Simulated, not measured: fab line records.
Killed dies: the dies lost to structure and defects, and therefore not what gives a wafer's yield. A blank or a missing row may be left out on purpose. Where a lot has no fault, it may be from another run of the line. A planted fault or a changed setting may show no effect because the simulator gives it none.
Split-lot experiment ; flow gf180mcu ; route with 602 steps; 5 lots, 23 wafers read

== SPLIT DETAILS ==
At GF_MVSD_IMPLANT_08, the setting doseCm2 was moved away from the recipe's 1.6e+13 on 6 of the 23 wafers read, by -12.2% to +14.3%. All remaining wafers had this setting at the recipe value.

== FROM THE SPLIT TO THE READING: what the file shows between them, 2 steps ==
- GF_MVSD_IMPLANT_09
- GF_MVSD_STRIP_10: strips in O2/N2

== THE READING ==
MVSD_TW, at GF_MVSD_TW_MEAS_11. A value of 1572 with a standard deviation of 11 is what fault-free wafers of this fab line usually give.

wafer;tool, chamber at the split;doseCm2 as run;against the recipe;MVSD_TW;against lot-mates on the recipe
L079.1;implanter-01, 0;1.828e+13;+14.3%;1618;+55
L079.3;implanter-01, 0;1.828e+13;+14.3%;1623;+60
L079.4;implanter-01, 0;1.6e+13;recipe;1555;-
L079.5;implanter-01, 0;1.828e+13;+14.3%;1624;+61
L079.6;implanter-01, 0;1.6e+13;recipe;1571;-
L081.1;implanter-03, 0;1.6e+13;recipe;1579;-
L081.2;implanter-03, 0;1.6e+13;recipe;1578;-
L081.3;implanter-03, 0;1.6e+13;recipe;1575;-
L081.5;implanter-03, 0;1.6e+13;recipe;1585;-
L081.6;implanter-03, 0;1.6e+13;recipe;1575;-
L080.1;implanter-01, 0;1.6e+13;recipe;1570;-
L080.2;implanter-01, 0;1.405e+13;-12.2%;1523;-50
L080.3;implanter-01, 0;1.405e+13;-12.2%;1518;-56
L080.4;implanter-01, 0;1.405e+13;-12.2%;1521;-52
L080.5;implanter-01, 0;1.6e+13;recipe;1577;-
L082.1;implanter-03, 0;1.6e+13;recipe;1570;-
L082.2;implanter-03, 0;1.6e+13;recipe;1570;-
L082.3;implanter-03, 0;1.6e+13;recipe;1571;-
L082.4;implanter-03, 0;1.6e+13;recipe;1578;-
L082.5;implanter-03, 0;1.6e+13;recipe;1570;-
L085.3;implanter-01, 0;1.6e+13;recipe;1573;-
L085.4;implanter-01, 0;1.6e+13;recipe;1577;-
L085.6;implanter-01, 0;1.6e+13;recipe;1577;-

THE FIT
A straight line over all 23 wafers: MVSD_TW changes by +3.79 for each +1% of doseCm2; r = +0.97; the points scatter about the line by 6.4.
The same after taking each lot's own level away (the mean of its wafers on the recipe; 23 wafers): +4.21 for each +1%; r = +0.99; scatter 3.9.
According to that fit, moving doseCm2 by its largest amount changes the reading by 60.
Across the lots, their own levels run from 1563.0 to 1578.4, a range of 1.4 times the standard deviation given above.
The two slopes agree, so the slope changes little with the lot-to-lot level.
Check: with one of the wafers moved furthest among these (+14.3%) left out of the fit, the line predicts +61 for it against its lot-mates. It came out at +55 against them.

== THESE WAFERS: OTHER SPLITS ==
These wafers also went through other splits before the reading. Each is held against what the fit with the lots' levels taken away leaves over:
other split on the same wafers;wafers away from the commonest value;r with MVSD_TW (lot level and that fit taken away)
GF_STI_CVD_03 tempC;15;+0.09
GF_STI_DEVELOP_11 developTimeS;11;+0.25
GF_DNWELL_COAT_02 resistThkNm;7;+0.36
GF_NWELL_IMPLANT_09 energyKev;5;+0.06
GF_LVPWELL_IMPLANT_08 energyKev;7;+0.31
GF_MVSD_SOFTBAKE_03 tempC;8;+0.17

== FILE'S OWN FIT ==
MVSD_TW changes by +4.21 for each +1% of doseCm2, r = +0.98.
